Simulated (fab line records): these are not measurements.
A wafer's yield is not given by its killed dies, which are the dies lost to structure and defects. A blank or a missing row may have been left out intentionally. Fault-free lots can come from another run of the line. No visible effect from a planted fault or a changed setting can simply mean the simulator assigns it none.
fab line records -- flow sky130
record: lots: 11, wafers: 33, lastDay: 50
route steps=708 shown VIA1@478 METAL2@501 PAD_OPEN@708
lots untouched by any fault: they come from a run of this same line in which no faults occurred
startH: hours from the record's first day to the start of the lot's first wafer shown -- waitH: hours from the lot's prior step to this one -- " as in the row above -- L1.1+2: one row covering several wafers at once -- - either no value or no given start -- * or withheld: withheld -- < > ~ a bound
route shown NAME@n: names a module that has steps shown in the file, with the first one's number in the route -- usual: average and standard deviation across the fault-free wafers -- same: alike in all rows -- chamber/n: place in a boat -- sites: per-site readings -- _std_site: the values' standard deviation -- _edge_site: inner sites' mean taken away from outer sites' mean -- radiusMm: how far each site lies from the wafer's centre -- mask NAME#n: copy n -- behind: the most recent tool/chamber to have shaped the wafer -- hold: cause of the lot's hold/its duration in hours/its outcome -- device: which transistor (n, p or np) failed to switch -- end of line: the tests these same wafers got at the end of their route -- a step with no rows: only its recipe -- killed: count of dies lost to structure and defects at first sort (not the wafer's yield) -- map: dies across one wafer; x = killed, . = not, _ = none there
set.NAME: the setting as run; set.NAME@STEP: as run at that earlier step -- model.NAME: the simulator's own value behind a step, which no gauge read
route steps across a sampled set of lots; one table per step, one row per wafer
services: the hour from which a tool's chamber was out of use, counted from the record's first day as startH (under 0 if before that day), plus the number of hours and why
== steps ==
step: SKY_VIA1_SPUTTER_20
recipe: material: TiN, targetThkNm: 20, chamberPressurePa: 5, powerW: 4000, timeS: 80
usual: throttleValvePct: 29.9/0.9
lot.wafer,tool,chamber,startH,waitH,throttleValvePct
L677.4,pvdSputter-03,-,794.44,0.0,29.3
L677.5,pvdSputter-03,-,794.44,0.0,29.0
L677.6,pvdSputter-03,-,794.44,0.0,29.3
L679.2,pvdSputter-02,-,803.94,0.0,30.8
L679.3,pvdSputter-02,-,803.94,0.0,29.1
L679.6,pvdSputter-02,-,803.94,0.0,30.9
L678.1,pvdSputter-03,-,806.58,0.0,29.1
L678.2,pvdSputter-03,-,806.58,0.0,28.9
L678.3,pvdSputter-03,-,806.58,0.0,29.8
L680.2,pvdSputter-03,-,834.92,0.0,29.2
L680.3,pvdSputter-03,-,834.92,0.0,29.9
L680.5,pvdSputter-03,-,834.92,0.0,29.2
L682.1,pvdSputter-01,-,841.69,0.0,29.4
L682.2,pvdSputter-01,-,841.69,0.0,30.0
L682.5,pvdSputter-01,-,841.69,0.0,30.0
L684.2,pvdSputter-03,-,856.40,0.0,29.9
L684.5,pvdSputter-03,-,856.40,0.0,28.7
L684.6,pvdSputter-03,-,856.40,0.0,29.9
L686.1,pvdSputter-03,-,868.89,0.0,29.0
L686.5,pvdSputter-03,-,868.89,0.0,29.9
L686.6,pvdSputter-03,-,868.89,0.0,29.1
L694.2,pvdSputter-01,-,921.65,0.0,30.0
L694.4,pvdSputter-01,-,921.65,0.0,28.6
L694.5,pvdSputter-01,-,921.65,0.0,30.1
L695.1,pvdSputter-03,-,927.00,0.0,29.6
L695.2,pvdSputter-03,-,927.00,0.0,28.6
L695.4,pvdSputter-03,-,927.00,0.0,29.3
L697.3,pvdSputter-02,-,937.68,0.0,30.7
L697.4,pvdSputter-02,-,937.68,0.0,29.1
L697.5,pvdSputter-02,-,937.68,0.0,30.8
L698.3,pvdSputter-01,-,950.01,0.0,28.7
L698.5,pvdSputter-01,-,950.01,0.0,28.5
L698.6,pvdSputter-01,-,950.01,0.0,29.4
step: SKY_VIA1_CVD_21
recipe: material: W, targetThkNm: 270, timeS: 80.902, tempC: 400, pressureTorr: 40
usual: heaterPowerW: 898/56
lot.wafer,tool,chamber,startH,waitH,heaterPowerW
L677.4,cvdW-01,0,794.53,0.1,950
L677.5,cvdW-01,1,794.53,0.1,954
L677.6,cvdW-01,0,794.53,0.1,935
L679.2,cvdW-02,0,804.00,0.0,895
L679.3,cvdW-02,1,804.00,0.0,824
L679.6,cvdW-02,1,804.00,0.0,813
L678.1,cvdW-01,1,806.65,0.0,970
L678.2,cvdW-01,0,806.65,0.0,913
L678.3,cvdW-01,0,806.65,0.0,954
L680.2,cvdW-02,1,834.98,0.0,793
L680.3,cvdW-02,0,834.98,0.0,911
L680.5,cvdW-02,0,834.98,0.0,920
L682.1,cvdW-01,0,841.75,0.0,956
L682.2,cvdW-01,1,841.75,0.0,985
L682.5,cvdW-01,0,841.75,0.0,940
L684.2,cvdW-02,1,856.46,0.0,803
L684.5,cvdW-02,0,856.46,0.0,913
L684.6,cvdW-02,1,856.46,0.0,820
L686.1,cvdW-02,0,868.95,0.0,880
L686.5,cvdW-02,1,868.95,0.0,804
L686.6,cvdW-02,0,868.95,0.0,901
L694.2,cvdW-02,1,921.71,0.0,801
L694.4,cvdW-02,0,921.71,0.0,905
L694.5,cvdW-02,0,921.71,0.0,910
L695.1,cvdW-01,1,927.06,0.0,892
L695.2,cvdW-01,0,927.06,0.0,944
L695.4,cvdW-01,1,927.06,0.0,905
L697.3,cvdW-01,1,937.77,0.1,918
L697.4,cvdW-01,0,937.77,0.1,961
L697.5,cvdW-01,1,937.77,0.1,921
L698.3,cvdW-01,0,950.10,0.1,948
L698.5,cvdW-01,0,950.10,0.1,943
L698.6,cvdW-01,1,950.10,0.1,929
step: SKY_METAL2_ETCH_18
recipe: chemistry: N2/H2, target: BARC, ionEnergyEv: 200, biasW: 100, pressureMtorr: 30, n2FlowSccm: 100, h2FlowSccm: 200, icpW: 500, stopOn: SiO2, timeS: 45.9, targetDepthA: 600
usual: drypumpMotorCurrentA: 5.7/0.53, heBacksideLeakSccm: 3.4/0.35, oesProductAu: 0.854/0.0049, rfFwdPowerW: 494.8/2.7, throttleValvePct: 13.225/0.0089
lot.wafer,tool,chamber,startH,waitH,drypumpMotorCurrentA,heBacksideLeakSccm,oesProductAu,rfFwdPowerW,rfHoursCounterH,throttleValvePct
L677.4,rieMetal-02,1,822.46,0.0,6.3,3.3,0.852,494.8,-,13.224
L677.5,rieMetal-02,0,822.46,0.0,6.5,3.4,0.854,490.8,-,13.240
L677.6,rieMetal-02,1,822.46,0.0,6.3,3.3,0.853,492.3,-,13.233
L679.2,rieMetal-01,0,831.47,0.0,5.4,3.6,0.864,496.2,5,13.221
L679.3,rieMetal-01,1,831.47,0.0,5.1,3.5,0.849,498.3,-,13.226
L679.6,rieMetal-01,1,831.47,0.0,5.1,3.5,0.859,495.0,-,13.235
L678.1,rieMetal-01,1,834.69,0.0,5.1,3.3,0.862,495.4,13,13.216
L678.2,rieMetal-01,0,834.69,0.0,5.4,3.5,0.853,498.4,5,13.216
L678.3,rieMetal-01,1,834.69,0.0,5.1,3.2,0.862,496.0,-,13.217
L680.2,rieMetal-02,0,862.17,0.0,6.5,3.4,0.860,491.5,17,13.223
L680.3,rieMetal-02,1,862.17,0.0,6.3,3.3,0.855,491.3,-,13.244
L680.5,rieMetal-02,0,862.17,0.0,6.5,3.4,0.854,492.9,-,13.228
L682.1,rieMetal-03,0,868.99,0.0,5.0,3.4,0.853,491.6,12,13.220
L682.2,rieMetal-03,1,868.99,0.0,5.7,3.3,0.848,497.6,0,13.216
L682.5,rieMetal-03,0,868.99,0.0,5.0,3.2,0.855,491.5,-,13.222
L684.2,rieMetal-03,1,883.09,0.0,5.7,3.1,0.846,498.6,1,13.223
L684.5,rieMetal-03,1,883.09,0.0,5.7,3.2,0.858,495.7,-,13.238
L684.6,rieMetal-03,0,883.09,0.0,5.0,3.2,0.856,492.7,-,13.207
L686.1,rieMetal-02,0,894.98,0.1,6.5,3.5,0.844,491.1,19,13.227
L686.5,rieMetal-02,0,894.98,0.1,6.5,3.5,0.852,491.4,-,13.243
L686.6,rieMetal-02,0,894.98,0.1,6.5,3.4,0.848,492.4,-,13.228
L694.2,rieMetal-01,0,946.79,0.0,5.4,3.5,0.850,415.0,9,13.229
L694.4,rieMetal-01,1,946.79,0.0,5.1,3.4,0.839,414.4,-,13.219
L694.5,rieMetal-01,0,946.79,0.0,5.4,3.5,0.849,418.8,-,13.229
L695.1,rieMetal-01,0,952.39,0.0,5.4,3.4,0.853,418.8,9,13.216
L695.2,rieMetal-01,1,952.39,0.0,5.1,3.4,0.847,416.6,19,13.223
L695.4,rieMetal-01,1,952.39,0.0,5.1,3.5,0.856,414.2,-,13.216
L697.3,rieMetal-03,1,962.85,0.1,5.7,3.1,0.855,500.9,-,13.222
L697.4,rieMetal-03,1,962.85,0.1,5.7,3.1,0.850,500.0,-,13.224
L697.5,rieMetal-03,1,962.85,0.1,5.7,3.2,0.851,497.8,-,13.216
L698.3,rieMetal-02,0,975.06,0.0,6.5,3.4,0.855,492.5,-,13.213
L698.5,rieMetal-02,0,975.06,0.0,6.5,3.3,0.856,491.6,-,13.215
L698.6,rieMetal-02,1,975.06,0.0,6.3,3.3,0.853,492.9,-,13.242
step: SKY_METAL2_METAL_ETCH_19
recipe: targetDepthA: 3600, stopOn: SiO2, overEtchFrac: 0.3, timeS: 78, chemistry: Cl2/BCl3, resistSidewallDeg: 88, pressureMtorr: 10, icpW: 900, biasW: 48.5, Cl2_flow_sccm: 60, bcl3FlowSccm: 30
usual: drypumpMotorCurrentA: 5.7/0.53, heBacksideLeakSccm: 3.36/0.22, oesProductAu: 0.855/0.0067, rfFwdPowerW: 894/3.6, throttleValvePct: 22.264/0.0093
lot.wafer,tool,chamber,startH,waitH,drypumpMotorCurrentA,heBacksideLeakSccm,oesProductAu,rfFwdPowerW,rfHoursCounterH,throttleValvePct
L677.4,rieMetal-02,1,822.54,0.1,6.3,3.31,0.860,895,-,22.268
L677.5,rieMetal-02,0,822.54,0.1,6.5,3.29,0.852,888,-,22.255
L677.6,rieMetal-02,1,822.54,0.1,6.3,3.25,0.856,892,-,22.254
L679.2,rieMetal-01,0,831.53,0.0,5.4,3.51,0.853,894,5,22.266
L679.3,rieMetal-01,1,831.53,0.0,5.1,3.62,0.853,894,-,22.238
L679.6,rieMetal-01,1,831.53,0.0,5.1,3.60,0.860,894,-,22.260
L678.1,rieMetal-01,1,834.76,0.0,5.1,3.34,0.867,898,13,22.255
L678.2,rieMetal-01,0,834.76,0.0,5.4,3.45,0.863,893,5,22.270
L678.3,rieMetal-01,1,834.76,0.0,5.1,3.18,0.871,896,-,22.252
L680.2,rieMetal-02,0,862.23,0.0,6.5,3.46,0.859,890,17,22.250
L680.3,rieMetal-02,1,862.23,0.0,6.3,3.30,0.871,888,-,22.274
L680.5,rieMetal-02,0,862.23,0.0,6.5,3.33,0.860,889,-,22.257
L682.1,rieMetal-03,0,869.06,0.0,5.1,3.37,0.854,896,12,22.281
L682.2,rieMetal-03,1,869.06,0.0,5.7,3.08,0.851,897,0,22.264
L682.5,rieMetal-03,0,869.06,0.0,5.1,3.30,0.846,890,-,22.256
L684.2,rieMetal-03,1,883.16,0.0,5.7,2.94,0.844,898,1,22.263
L684.5,rieMetal-03,1,883.16,0.0,5.7,3.20,0.852,898,-,22.266
L684.6,rieMetal-03,0,883.16,0.0,5.0,3.24,0.845,894,-,22.258
L686.1,rieMetal-02,0,895.10,0.1,6.5,3.43,0.870,894,19,22.274
L686.5,rieMetal-02,0,895.10,0.1,6.5,3.47,0.853,889,-,22.258
L686.6,rieMetal-02,0,895.10,0.1,6.5,3.44,0.856,890,-,22.262
L694.2,rieMetal-01,0,946.86,0.0,5.4,3.58,0.849,899,9,22.264
L694.4,rieMetal-01,1,946.86,0.0,5.1,3.48,0.842,894,-,22.272
L694.5,rieMetal-01,0,946.86,0.0,5.4,3.61,0.855,896,-,22.269
L695.1,rieMetal-01,0,952.46,0.0,5.4,3.48,0.854,900,9,22.252
L695.2,rieMetal-01,1,952.46,0.0,5.1,3.33,0.859,890,19,22.264
L695.4,rieMetal-01,1,952.46,0.0,5.1,5.01,0.856,893,-,22.260
L697.3,rieMetal-03,1,962.99,0.1,5.7,3.16,0.849,895,-,22.274
L697.4,rieMetal-03,1,962.99,0.1,5.7,3.30,0.856,895,-,22.280
L697.5,rieMetal-03,1,962.99,0.1,5.7,3.13,0.849,897,-,22.258
L698.3,rieMetal-02,0,975.14,0.1,6.5,3.48,0.865,891,-,22.261
L698.5,rieMetal-02,0,975.14,0.1,6.5,3.54,0.860,892,-,22.262
L698.6,rieMetal-02,1,975.14,0.1,6.3,3.28,0.849,890,-,22.266
step: SKY_PAD_OPEN_PROBE_99
usual: defectLimitedYield: 82.6/1.7, killed_at_M0_to_M3: 42/6.4, killed_at_M4_up: 3.2/1.9, killedAtContacts: 24/4.8, killedAtFrontEnd: 16/4.4, killedAtOther: 0.3/0.55, killedDies: 86/8.6, killedOpen: 46/6.6, killedShort: 39/5.7, sort_bin_3_pad_short: 0.8/0.41, sort_bin_5_function: 10.3/1.5, sort_bin_6_memory: 6.3/1, sortNPass: 406/8.6, sortYieldPct: 82.6/1.7
same: grossDies: 492, killedAtBackSide: 0, sort_bin_4_leakage[%]: 0, sort_bin_8_speed[%]: 0
lot.wafer,tool,chamber,startH,waitH,defectLimitedYield[%],killed_at_M0_to_M3,killed_at_M4_up,killedAtContacts,killedAtFrontEnd,killedAtOther,killedDies,killedOpen,killedShort,sort_bin_3_pad_short[%],sort_bin_5_function[%],sort_bin_6_memory[%],sortNPass,sortYieldPct[%]
L677.4,prober-02,-,1075.09,0.2,81.5,45,2,23,21,0,91,46,44,1.0,9.3,8.1,401,81.5
L677.5,prober-02,-,1075.14,0.2,82.9,42,3,24,15,0,84,51,31,1.0,9.8,6.3,408,82.9
L677.6,prober-02,-,1075.19,0.2,84.8,38,4,19,14,0,75,42,32,0.8,10.6,3.9,417,84.8
L679.2,prober-01,-,1082.83,0.1,80.5,51,5,16,24,0,96,48,48,1.2,11.8,6.5,396,80.5
L679.3,prober-01,-,1082.88,0.2,79.5,42,5,20,34,0,101,54,47,0.4,12.8,7.3,391,79.5
L679.6,prober-01,-,1083.03,0.2,81.5,49,4,19,19,0,91,46,45,0.6,10.6,7.3,401,81.5
L678.1,prober-02,-,1084.05,0.1,81.3,38,1,25,28,0,92,48,43,0.8,11.4,6.5,400,81.3
L678.2,prober-02,-,1084.10,0.1,79.5,51,4,30,16,0,101,51,50,1.2,10.8,8.5,391,79.5
L678.3,prober-02,-,1084.15,0.2,83.5,41,2,17,20,1,81,39,40,1.0,9.1,6.3,411,83.5
L680.2,prober-02,-,1106.00,0.1,83.3,38,3,24,17,0,82,43,39,0.2,10.2,6.3,410,83.3
L680.3,prober-02,-,1106.05,0.2,83.9,37,4,21,16,1,79,48,30,1.4,8.7,5.9,413,83.9
L680.5,prober-02,-,1106.15,0.2,80.9,48,3,25,17,1,94,48,45,0.2,11.4,7.5,398,80.9
L682.1,prober-01,-,1112.68,0.1,83.3,40,7,20,15,0,82,40,40,0.4,9.6,6.7,410,83.3
L682.2,prober-01,-,1112.73,0.1,80.1,50,5,31,12,0,98,51,45,1.4,11.2,7.3,394,80.1
L682.5,prober-01,-,1112.88,0.2,84.1,38,3,19,17,1,78,41,34,1.4,8.9,5.5,414,84.1
L684.2,prober-01,-,1123.06,0.1,85.6,36,5,17,13,0,71,39,32,0.6,7.5,6.3,421,85.6
L684.5,prober-01,-,1123.21,0.2,78.3,59,3,30,15,0,107,53,54,0.6,12.8,8.3,385,78.3
L684.6,prober-01,-,1123.26,0.2,80.7,45,4,33,13,0,95,56,38,0.6,11.2,7.5,397,80.7
L686.1,prober-01,-,1132.44,0.1,84.8,30,2,24,18,1,75,36,39,2.0,8.9,4.3,417,84.8
L686.5,prober-01,-,1132.64,0.2,84.1,31,1,22,23,1,78,36,40,1.2,9.1,5.5,414,84.1
L686.6,prober-01,-,1132.69,0.2,81.7,33,2,31,22,2,90,47,41,0.8,12.2,5.3,402,81.7
L694.2,prober-01,-,1172.42,0.1,81.1,50,3,29,11,0,93,53,39,0.6,12.0,6.3,399,81.1
L694.4,prober-01,-,1172.52,0.2,81.9,49,3,23,14,0,89,42,47,1.2,10.6,6.3,403,81.9
L694.5,prober-01,-,1172.57,0.2,84.8,37,1,27,10,0,75,44,31,0.8,7.9,6.5,417,84.8
L695.1,prober-02,-,1174.29,0.1,82.7,32,5,27,21,0,85,48,37,1.0,9.8,6.5,407,82.7
L695.2,prober-02,-,1174.34,0.1,82.5,40,0,29,16,1,86,51,35,0,8.5,8.9,406,82.5
L695.4,prober-02,-,1174.44,0.2,84.6,39,1,23,12,1,76,37,38,0.8,9.8,4.9,416,84.6
L697.3,prober-01,-,1182.80,0.2,82.9,33,9,22,20,0,84,47,37,0.6,9.6,6.9,408,82.9
L697.4,prober-01,-,1182.85,0.2,82.7,47,1,21,15,1,85,51,34,1.0,9.8,6.5,407,82.7
L697.5,prober-01,-,1182.90,0.2,83.3,41,5,21,15,0,82,40,42,0.8,8.5,7.3,410,83.3
L698.3,prober-02,-,1191.67,0.2,81.3,42,4,27,18,1,92,58,34,0.4,11.2,7.1,400,81.3
L698.5,prober-02,-,1191.77,0.2,81.5,51,2,18,19,1,91,47,44,1.2,10.2,7.1,401,81.5
L698.6,prober-02,-,1191.82,0.2,83.1,44,2,18,19,0,83,49,34,0.2,10.4,6.3,409,83.1
killed by level:class
L677.4 VIA1:geometricParticle:open=10 VIA3:geometricParticle:open=9 FIELD_ISO:geometricParticle:short=7 CONTACT:geometricParticle:open=7 METAL2:geometricParticle:short=7 METAL1:geometricParticle:short=6 POLY_GATE:geometricParticle:short=5 LI_CONTACT:geometricParticle:open=5
L677.5 CONTACT:geometricParticle:open=10 VIA1:geometricParticle:open=9 VIA3:geometricParticle:open=9 VIA2:geometricParticle:open=7 POLY_GATE:geometricParticle:short=6 LI_CONTACT:geometricParticle:open=6 METAL1:geometricParticle:short=5 POLY_GATE:geometricParticle:open=4
L677.6 VIA1:geometricParticle:open=11 CONTACT:geometricParticle:open=9 VIA1:geometricParticle:short=6 POLY_GATE:geometricParticle:open=4 METAL2:geometricParticle:short=4 POLY_GATE:geometricParticle:short=3 LI_CONTACT:geometricParticle:short=3 CONTACT:geometricParticle:short=3
L679.2 VIA1:geometricParticle:open=14 VIA2:geometricParticle:open=11 POLY_GATE:geometricParticle:short=7 FIELD_ISO:geometricParticle:short=6 VIA3:geometricParticle:open=6 METAL4:geometricParticle:short=5 LI_CONTACT:geometricParticle:open=5 METAL1:geometricParticle:short=5
L679.3 VIA1:geometricParticle:open=15 FIELD_ISO:geometricParticle:short=13 FIELD_ISO:geometricParticle:open=10 VIA2:geometricParticle:open=8 POLY_GATE:geometricParticle:open=7 CONTACT:geometricParticle:short=6 VIA1:geometricParticle:short=6 CONTACT:geometricParticle:open=5
L679.6 VIA1:geometricParticle:open=15 VIA1:geometricParticle:short=9 VIA2:geometricParticle:open=9 FIELD_ISO:geometricParticle:open=6 CONTACT:geometricParticle:open=6 CONTACT:geometricParticle:short=6 METAL2:geometricParticle:short=6 FIELD_ISO:geometricParticle:short=4
L678.1 POLY_GATE:geometricParticle:open=8 VIA1:geometricParticle:open=7 FIELD_ISO:geometricParticle:open=6 CONTACT:geometricParticle:short=6 POLY_GATE:geometricParticle:short=6 VIA1:geometricParticle:short=6 CONTACT:geometricParticle:open=6 METAL1:geometricParticle:short=6
L678.2 VIA1:geometricParticle:open=13 CONTACT:geometricParticle:open=8 METAL1:geometricParticle:short=8 VIA2:geometricParticle:open=8 FIELD_ISO:geometricParticle:short=6 VIA3:geometricParticle:open=6 METAL3:geometricParticle:short=6 LI_CONTACT:geometricParticle:open=5
L678.3 VIA1:geometricParticle:open=10 POLY_GATE:geometricParticle:short=6 CONTACT:geometricParticle:open=6 FIELD_ISO:geometricParticle:open=4 FIELD_ISO:geometricParticle:short=4 METAL3:geometricParticle:short=4 LI_CONTACT:geometricParticle:open=4 VIA1:geometricParticle:short=4
L680.2 CONTACT:geometricParticle:open=12 VIA1:geometricParticle:open=7 METAL3:geometricParticle:short=6 VIA2:geometricParticle:open=6 FIELD_ISO:geometricParticle:open=5 POLY_GATE:geometricParticle:short=5 LI_CONTACT:geometricParticle:open=5 METAL1:geometricParticle:short=5
L680.3 VIA1:geometricParticle:open=13 CONTACT:geometricParticle:open=11 VIA2:geometricParticle:open=8 VIA3:geometricParticle:open=6 POLY_GATE:geometricParticle:short=5 FIELD_ISO:geometricParticle:short=4 LI_CONTACT:geometricParticle:open=4 CONTACT:geometricParticle:short=4
L680.5 METAL2:geometricParticle:short=12 CONTACT:geometricParticle:open=10 VIA1:geometricParticle:open=9 LI_CONTACT:geometricParticle:open=9 FIELD_ISO:geometricParticle:open=6 METAL1:geometricParticle:short=5 VIA2:geometricParticle:short=5 VIA3:geometricParticle:open=5
L682.1 VIA3:geometricParticle:open=9 CONTACT:geometricParticle:open=7 VIA1:geometricParticle:open=7 METAL2:geometricParticle:short=6 VIA2:geometricParticle:open=6 FIELD_ISO:geometricParticle:short=4 POLY_GATE:geometricParticle:short=4 METAL4:geometricParticle:short=4
L682.2 CONTACT:geometricParticle:open=11 VIA1:geometricParticle:open=11 LOCAL_INTERCONNECT:geometricParticle:short=10 METAL1:geometricParticle:short=10 METAL2:geometricParticle:short=9 VIA2:geometricParticle:open=7 LI_CONTACT:geometricParticle:open=5 POLY_GATE:geometricParticle:open=4
L682.5 LI_CONTACT:geometricParticle:open=8 VIA3:geometricParticle:open=6 METAL1:geometricParticle:short=5 VIA1:geometricParticle:short=5 VIA1:geometricParticle:open=5 VIA2:geometricParticle:open=5 FIELD_ISO:geometricParticle:short=4 FIELD_ISO:geometricParticle:open=4
L684.2 VIA1:geometricParticle:open=9 VIA3:geometricParticle:open=8 CONTACT:geometricParticle:open=6 VIA1:geometricParticle:short=6 CONTACT:geometricParticle:short=4 FIELD_ISO:geometricParticle:open=3 LOCAL_INTERCONNECT:geometricParticle:short=3 VIA2:geometricParticle:short=3
L684.5 VIA1:geometricParticle:open=16 VIA1:geometricParticle:short=10 METAL2:geometricParticle:short=8 VIA3:geometricParticle:open=8 CONTACT:geometricParticle:open=7 METAL1:geometricParticle:short=7 POLY_GATE:geometricParticle:open=6 LI_CONTACT:geometricParticle:open=6
L684.6 VIA1:geometricParticle:open=14 LI_CONTACT:geometricParticle:open=10 CONTACT:geometricParticle:open=8 VIA2:geometricParticle:open=7 CONTACT:geometricParticle:short=6 METAL2:geometricParticle:short=6 FIELD_ISO:geometricParticle:short=5 POLY_GATE:geometricParticle:open=5
L686.1 CONTACT:geometricParticle:open=9 LI_CONTACT:geometricParticle:open=6 FIELD_ISO:geometricParticle:short=5 VIA3:geometricParticle:open=5 POLY_GATE:geometricParticle:short=4 VIA2:geometricParticle:open=4 METAL2:geometricParticle:short=4 METAL3:geometricParticle:short=4
L686.5 FIELD_ISO:geometricParticle:open=7 CONTACT:geometricParticle:open=7 VIA2:geometricParticle:short=6 FIELD_ISO:geometricParticle:short=5 VIA1:geometricParticle:open=5 LI_CONTACT:geometricParticle:open=4 LOCAL_INTERCONNECT:geometricParticle:short=4 CONTACT:geometricParticle:short=4
L686.6 CONTACT:geometricParticle:open=13 METAL2:geometricParticle:short=8 VIA1:geometricParticle:open=8 FIELD_ISO:geometricParticle:open=6 LI_CONTACT:geometricParticle:open=6 CONTACT:geometricParticle:short=5 METAL1:geometricParticle:short=5 FIELD_ISO:geometricParticle:short=4
L694.2 CONTACT:geometricParticle:open=13 VIA1:geometricParticle:open=10 VIA2:geometricParticle:open=9 VIA3:geometricParticle:open=8 VIA1:geometricParticle:short=8 CONTACT:geometricParticle:short=7 LOCAL_INTERCONNECT:geometricParticle:short=5 METAL1:geometricParticle:short=4
L694.4 METAL1:geometricParticle:short=8 VIA2:geometricParticle:open=8 VIA3:geometricParticle:short=8 CONTACT:geometricParticle:open=7 LI_CONTACT:geometricParticle:open=6 FIELD_ISO:geometricParticle:short=5 VIA3:geometricParticle:open=5 LOCAL_INTERCONNECT:geometricParticle:short=4
L694.5 CONTACT:geometricParticle:open=13 LI_CONTACT:geometricParticle:open=7 METAL1:geometricParticle:short=6 VIA3:geometricParticle:open=6 VIA2:geometricParticle:open=5 VIA1:geometricParticle:open=5 METAL2:geometricParticle:short=4 FIELD_ISO:geometricParticle:open=3
L695.1 CONTACT:geometricParticle:open=13 VIA1:geometricParticle:open=7 FIELD_ISO:geometricParticle:short=6 LI_CONTACT:geometricParticle:open=6 POLY_GATE:geometricParticle:open=6 POLY_GATE:geometricParticle:short=5 METAL1:geometricParticle:short=4 METAL2:geometricParticle:short=4
L695.2 LI_CONTACT:geometricParticle:open=10 VIA1:geometricParticle:open=10 CONTACT:geometricParticle:open=8 METAL1:geometricParticle:short=7 VIA2:geometricParticle:open=7 LOCAL_INTERCONNECT:geometricParticle:short=6 VIA1:geometricParticle:short=5 VIA3:geometricParticle:open=4
L695.4 CONTACT:geometricParticle:open=11 VIA1:geometricParticle:open=9 VIA3:geometricParticle:open=8 FIELD_ISO:geometricParticle:short=5 VIA1:geometricParticle:short=5 VIA2:geometricParticle:short=5 LOCAL_INTERCONNECT:geometricParticle:short=4 METAL2:geometricParticle:short=4
L697.3 VIA1:geometricParticle:open=11 CONTACT:geometricParticle:open=9 LI_CONTACT:geometricParticle:open=6 METAL4:geometricParticle:short=6 POLY_GATE:geometricParticle:short=5 METAL2:geometricParticle:short=5 VIA3:geometricParticle:open=5 FIELD_ISO:geometricParticle:open=4
L697.4 VIA3:geometricParticle:open=11 CONTACT:geometricParticle:open=10 METAL1:geometricParticle:short=8 VIA1:geometricParticle:open=7 LI_CONTACT:geometricParticle:open=7 FIELD_ISO:geometricParticle:short=6 METAL2:geometricParticle:short=5 SPACER:geometricParticle:open=3
L697.5 VIA1:geometricParticle:open=11 FIELD_ISO:geometricParticle:short=8 METAL2:geometricParticle:short=8 VIA3:geometricParticle:open=8 LI_CONTACT:geometricParticle:open=5 LI_CONTACT:geometricParticle:short=4 LOCAL_INTERCONNECT:geometricParticle:short=4 CONTACT:geometricParticle:open=4
L698.3 CONTACT:geometricParticle:open=12 VIA1:geometricParticle:open=11 FIELD_ISO:geometricParticle:open=6 LI_CONTACT:geometricParticle:open=6 VIA2:geometricParticle:open=6 POLY_GATE:geometricParticle:open=5 METAL2:geometricParticle:short=5 VIA3:geometricParticle:open=4
L698.5 VIA1:geometricParticle:open=8 VIA3:geometricParticle:short=7 CONTACT:geometricParticle:short=7 CONTACT:geometricParticle:open=7 VIA2:geometricParticle:open=7 FIELD_ISO:geometricParticle:short=6 VIA1:geometricParticle:short=6 FIELD_ISO:geometricParticle:open=5
L698.6 VIA1:geometricParticle:open=12 FIELD_ISO:geometricParticle:open=6 CONTACT:geometricParticle:open=6 VIA2:geometricParticle:open=6 VIA1:geometricParticle:short=5 VIA3:geometricParticle:open=5 FIELD_ISO:geometricParticle:short=4 LI_CONTACT:geometricParticle:open=4
== services ==
tool,chamber,startH,hours,kind
cvdW-02,-,792.23,3.9,repair
cvdW-02,0,814.78,11.1,repair
rieMetal-03,1,840.72,-,clean
rieMetal-03,1,840.72,20.7,scheduledDown
rieMetal-03,1,840.72,20.7,ventCycle
cvdW-01,-,849.63,6.9,pm
pvdSputter-03,-,873.15,0.5,repair
rieMetal-01,0,873.71,8.3,repair
rieMetal-02,1,883.02,-,clean
rieMetal-02,1,883.02,17.7,scheduledDown
rieMetal-02,1,883.02,17.7,ventCycle
rieMetal-01,0,892.26,5.2,repair
rieMetal-03,-,901.08,0.5,repair
cvdW-01,-,904.00,14.0,pm
cvdW-01,0,904.00,14.0,ventCycle
cvdW-01,1,904.00,14.0,ventCycle
rieMetal-02,0,915.39,-,clean
rieMetal-02,0,915.39,32.9,scheduledDown
rieMetal-02,0,915.39,32.9,ventCycle
cvdW-01,0,918.00,-,clean
cvdW-01,1,918.00,-,clean
pvdSputter-01,-,923.22,5.2,repair
cvdW-02,-,925.78,2.8,pm
rieMetal-03,0,933.68,112.1,repair
== key ==
firstSign: step: SKY_METAL2_ETCH_18, reading: rfFwdPowerW, direction: down, sigmas: 29, usual: 494.8, struck: 416.3
effect none on later readings
metAt SKY_METAL2_ETCH_18
struckLots L694,L695
notActingAt SKY_VIA1_SPUTTER_20,SKY_VIA1_CVD_21,SKY_METAL2_METAL_ETCH_19
onsetBetween 834.69 946.79
fault: kind: processParameterDrift, tool: rieMetal-01, chamber: -, onsetH: 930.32, steps: SKY_METAL2_ETCH_18, channel: icpW, offset: -80, shape: step, endH: 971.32, actsIn: theseRecipesOnly, stated: 500
